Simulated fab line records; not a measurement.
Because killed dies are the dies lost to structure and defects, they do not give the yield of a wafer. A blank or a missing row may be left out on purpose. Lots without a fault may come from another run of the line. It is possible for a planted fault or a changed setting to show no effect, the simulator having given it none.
Split-lot trial + flow sky130 + route with 708 steps; 5 lots, 23 wafers read

## ON THE SPLIT
At SKY_VT_ADJUST_HVTR_IMPLANT_09, the setting energy-kev was moved away from the recipe's 10 on 5 of the 23 wafers read, by -3.9% to +1.9%. All remaining wafers had this setting at the recipe value.

Reading taken at the split's own step.

## THE READING
In nm, at SKY_VT_ADJUST_HVTR_IMPLANT_09: implant.drp-nm, which is the simulator's own figure and was read by no gauge. No usual value for it is given in the file.

| wafer  | tool, chamber at the split | energy-kev as run | against the recipe | implant.drp-nm, nm | against lot-mates on the recipe |
|--------|----------------------------|-------------------|--------------------|--------------------|---------------------------------|
| L074.1 | implanter-03, 0            | 9.605             | -3.9%              | 16.64              | -0.47                           |
| L074.6 | implanter-03, 0            | 9.605             | -3.9%              | 16.64              | -0.47                           |
| L074.2 | implanter-03, 0            | 10                | recipe             | 17.11              | -                               |
| L074.3 | implanter-03, 0            | 10                | recipe             | 17.11              | -                               |
| L074.5 | implanter-03, 0            | 10                | recipe             | 17.11              | -                               |
| L075.1 | implanter-03, 0            | 10                | recipe             | 17.11              | -                               |
| L075.3 | implanter-03, 0            | 10                | recipe             | 17.11              | -                               |
| L075.4 | implanter-03, 0            | 10                | recipe             | 17.11              | -                               |
| L075.5 | implanter-03, 0            | 10                | recipe             | 17.11              | -                               |
| L075.6 | implanter-03, 0            | 10                | recipe             | 17.11              | -                               |
| L077.1 | implanter-04, 0            | 10.19             | +1.9%              | 17.34              | +0.23                           |
| L077.2 | implanter-04, 0            | 10.19             | +1.9%              | 17.34              | +0.23                           |
| L077.5 | implanter-04, 0            | 10.19             | +1.9%              | 17.34              | +0.23                           |
| L077.4 | implanter-04, 0            | 10                | recipe             | 17.11              | -                               |
| L077.6 | implanter-04, 0            | 10                | recipe             | 17.11              | -                               |
| L081.1 | implanter-03, 0            | 10                | recipe             | 17.11              | -                               |
| L081.3 | implanter-03, 0            | 10                | recipe             | 17.11              | -                               |
| L081.4 | implanter-03, 0            | 10                | recipe             | 17.11              | -                               |
| L085.1 | implanter-02, 0            | 10                | recipe             | 17.11              | -                               |
| L085.2 | implanter-02, 0            | 10                | recipe             | 17.11              | -                               |
| L085.3 | implanter-02, 0            | 10                | recipe             | 17.11              | -                               |
| L085.4 | implanter-02, 0            | 10                | recipe             | 17.11              | -                               |
| L085.5 | implanter-02, 0            | 10                | recipe             | 17.11              | -                               |

THE FIT
A straight line over all 23 wafers: implant.drp-nm changes by +0.12 nm for each +1% of energy-kev; r = +1.00; the points scatter about the line by 0.0011 nm.
The same after taking each lot's own level away (the mean of its wafers on the recipe; 23 wafers): +0.12 nm for each +1%; r = +1.00; scatter 0.0011 nm.
The reading moves by 0.47 nm for the largest change in energy-kev, on that fit.
The lots' own levels span 17.110 to 17.110 nm.
So the lot-to-lot level changes the slope little: the two slopes agree.
Check: -0.473 nm against its lot-mates is what the line predicts for one of the wafers moved furthest among these (-3.9%) when that wafer is left out of the fit. Against them it came out at -0.47 nm.

## ADDITIONAL SPLITS CARRIED BY THESE WAFERS
These wafers also went through other splits before the reading. Each is held against what the fit with the lots' levels taken away leaves over:
| other split on the same wafers          | wafers away from the commonest value | r with implant.drp-nm (lot level and that fit taken away) |
|-----------------------------------------|--------------------------------------|-----------------------------------------------------------|
| SKY_VT_ADJUST_NCORE_IMPLANT_09 dose-cm2 | 8                                    | -0.06                                                     |

## FILE'S OWN FIT
implant.drp-nm changes by +0.12 nm for each +1% of energy-kev, r = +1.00.
